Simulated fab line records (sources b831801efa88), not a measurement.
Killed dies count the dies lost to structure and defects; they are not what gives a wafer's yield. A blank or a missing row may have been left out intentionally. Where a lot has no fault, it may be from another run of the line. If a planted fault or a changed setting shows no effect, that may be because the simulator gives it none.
What tool caused it?	flow gf180mcu	13 lots, 39 wafers sampled, at 5 steps of a route of 602

== WHAT EACH GAUGE READ, for each wafer ==
GF_LVPWELL_TW_MEAS_11.
lot	measured	on	LVPWELL_TW
L170	day 4 02:02	film metro-01	548 546 547
L171	day 4 07:03	film metro-03	562 562 560
L175	day 5 03:01	film metro-01	552 554 552
L176	day 5 06:04	film metro-03	561 562 560
L177	day 5 12:52	film metro-02	565 567 570
L180	day 6 06:24	film metro-01	552 551 555
L187	day 8 00:43	film metro-01	553 553 554
L188	day 8 04:30	film metro-03	562 561 560
L189	day 8 08:57	film metro-03	560 561 561
L190	day 8 16:26	film metro-02	566 563 562
L191	day 8 20:21	film metro-01	555 555 554
L192	day 8 23:45	film metro-02	564 562 561
L193	day 9 06:14	film metro-02	567 565 564

GF_VT_IMPLANT_TW_MEAS_10.
lot	measured	on	VT_IMPLANT_TW
L170	day 5 21:02	film metro-04	693 693 691 696 694 693
L171	day 6 00:41	film metro-03	563 566 561
L175	day 6 22:01	film metro-01	558 556 557
L176	day 7 03:16	film metro-01	694 693 693 694 690 696
L177	day 7 09:57	film metro-03	707 704 701 703 706 702
L180	day 8 06:11	film metro-03	563 561 563
L187	day 10 03:20	film metro-04	559 560 562
L188	day 10 07:05	film metro-01	556 557 552
L189	day 10 12:06	film metro-04	561 560 558
L190	day 10 20:38	film metro-01	553 556 557
L191	day 11 01:05	film metro-04	556 553 554
L192	day 11 06:10	film metro-01	552 554 551
L193	day 11 13:06	film metro-01	557 552 554

== WHAT TOOL EACH LOT RAN ON (gives the tool, then ch and the chambers of the sampled wafers, and finally the start) ==
lot	GF_STI_STRIP_15	GF_NWELL_STRIP_10	GF_VT_IMPLANT_IMPLANT_08
L170	plasma asher-04 ch 0,1, day 2 05:21	plasma asher-03 ch 0,1, day 3 11:42	implanter-04 ch 0, day 5 20:30
L171	plasma asher-04 ch 0,1, day 2 08:49	plasma asher-03 ch 0,1, day 3 17:18	implanter-04 ch 0, day 6 00:26
L175	plasma asher-04 ch 0,1, day 3 04:41	plasma asher-04 ch 0,1, day 4 12:43	implanter-04 ch 0, day 6 21:49
L176	plasma asher-03 ch 0,1, day 3 09:01	plasma asher-02 ch 0,1, day 4 16:15	implanter-02 ch 0, day 7 02:43
L177	plasma asher-01 ch 0,1, day 3 13:02	plasma asher-02 ch 0,1, day 4 22:26	implanter-01 ch 0, day 7 09:23
L180	plasma asher-01 ch 0,1, day 4 05:08	plasma asher-02 ch 0,1, day 5 15:02	implanter-02 ch 0, day 8 05:56
L187	plasma asher-03 ch 0,1, day 5 19:56	plasma asher-04 ch 0,1, day 7 08:11	implanter-01 ch 0, day 10 03:05
L188	plasma asher-04 ch 0, day 6 00:00	plasma asher-02 ch 0,1, day 7 11:36	implanter-01 ch 0, day 10 06:50
L189	plasma asher-04 ch 0,1, day 6 04:12	plasma asher-03 ch 0,1, day 7 16:03	implanter-01 ch 0, day 10 11:52
L190	plasma asher-01 ch 0,1, day 6 10:16	plasma asher-03 ch 0,1, day 7 23:53	implanter-01 ch 0, day 10 20:23
L191	plasma asher-04 ch 0,1, day 6 13:46	plasma asher-02 ch 0,1, day 8 04:03	implanter-04 ch 0, day 11 00:51
L192	plasma asher-03 ch 0,1, day 6 18:22	plasma asher-02 ch 0, day 8 07:35	implanter-01 ch 0, day 11 05:56
L193	plasma asher-04 ch 0,1, day 7 01:25	plasma asher-04 ch 0,1, day 8 13:31	implanter-01 ch 0, day 11 12:53
- GF_STI_STRIP_15: strips in O2/N2.
- GF_NWELL_STRIP_10: strips in O2/N2.
- GF_VT_IMPLANT_IMPLANT_08

== AS READ BY THE TOOLS THEMSELVES (means over the sampled wafers that have a number; for cases with no such wafer, the mark the record gives instead) ==
GF_STI_STRIP_15.
lot	tool	drypump motor current A (A)	heater power w (W)	oes product au (a.u.)	strip time to endpoint s (s)
L170	plasma asher-04	5.8	330	0.386	3.82
L171	plasma asher-04	5.8	333	0.385	3.71
L175	plasma asher-04	5.8	329	0.380	3.73
L176	plasma asher-03	5.5	336	0.382	3.72
L177	plasma asher-01	5.9	318	0.385	3.68
L180	plasma asher-01	5.6	317	0.384	3.73
L187	plasma asher-03	5.5	339	0.386	3.74
L188	plasma asher-04	5.8	328	0.386	3.72
L189	plasma asher-04	5.8	339	0.385	3.76
L190	plasma asher-01	5.9	317	0.384	3.70
L191	plasma asher-04	5.8	343	0.378	3.66
L192	plasma asher-03	5.0	343	0.377	3.73
L193	plasma asher-04	5.8	340	0.380	3.72

GF_NWELL_STRIP_10.
lot	tool	drypump motor current A (A)	heater power w (W)	oes product au (a.u.)	strip time to endpoint s (s)
L170	plasma asher-03	5.5	338	0.722	36.94
L171	plasma asher-03	5.5	339	0.726	36.92
L175	plasma asher-04	5.8	329	0.727	36.85
L176	plasma asher-02	6.1	344	0.723	37.06
L177	plasma asher-02	6.4	330	0.720	36.97
L180	plasma asher-02	6.1	346	0.726	36.87
L187	plasma asher-04	5.8	345	0.723	37.05
L188	plasma asher-02	6.0	349	0.720	36.96
L189	plasma asher-03	5.5	335	0.719	36.86
L190	plasma asher-03	5.5	340	0.721	36.83
L191	plasma asher-02	6.1	349	0.721	36.93
L192	plasma asher-02	5.8	364	0.721	36.99
L193	plasma asher-04	5.8	335	0.724	36.94

== THE ANSWER, worked out from the rows above alone ==
Rule: the usual values come from the lots themselves. Put in order of their means at a reading, lots are off if they are a third of the lots or fewer, leave a main group of 4 or more, and stand apart from it by a gap of 3 or more times the standard deviation of the main group's means; of several such gaps the widest counts. If all means in a main group match to the digits the tables above print for the reading, that group is not used. A lot without any number at a reading at which 4 lots or more have one is off too. Where the step has rows for the other lots, those lots are counted as sound. First the gauges in route order, then the tools' own readings, where a lot's mean is used as printed above. The first step at which some lot is off is used, and at that step the reading that is off furthest; a lot without a number counts as furthest.
Off: L170, L176, L177, at GF_VT_IMPLANT_TW_MEAS_10 (VT_IMPLANT_TW). Main group: mean 557, sd 3.6.
If a tool, at a process step before that reading, ran all the lots that are off and no sound lot after the first of them, it fits. Gauges at GF_VT_IMPLANT_TW_MEAS_10: tried the same way as those tools. Of those tried, none fits.

== WHAT THE SIMULATOR PUT IN ==
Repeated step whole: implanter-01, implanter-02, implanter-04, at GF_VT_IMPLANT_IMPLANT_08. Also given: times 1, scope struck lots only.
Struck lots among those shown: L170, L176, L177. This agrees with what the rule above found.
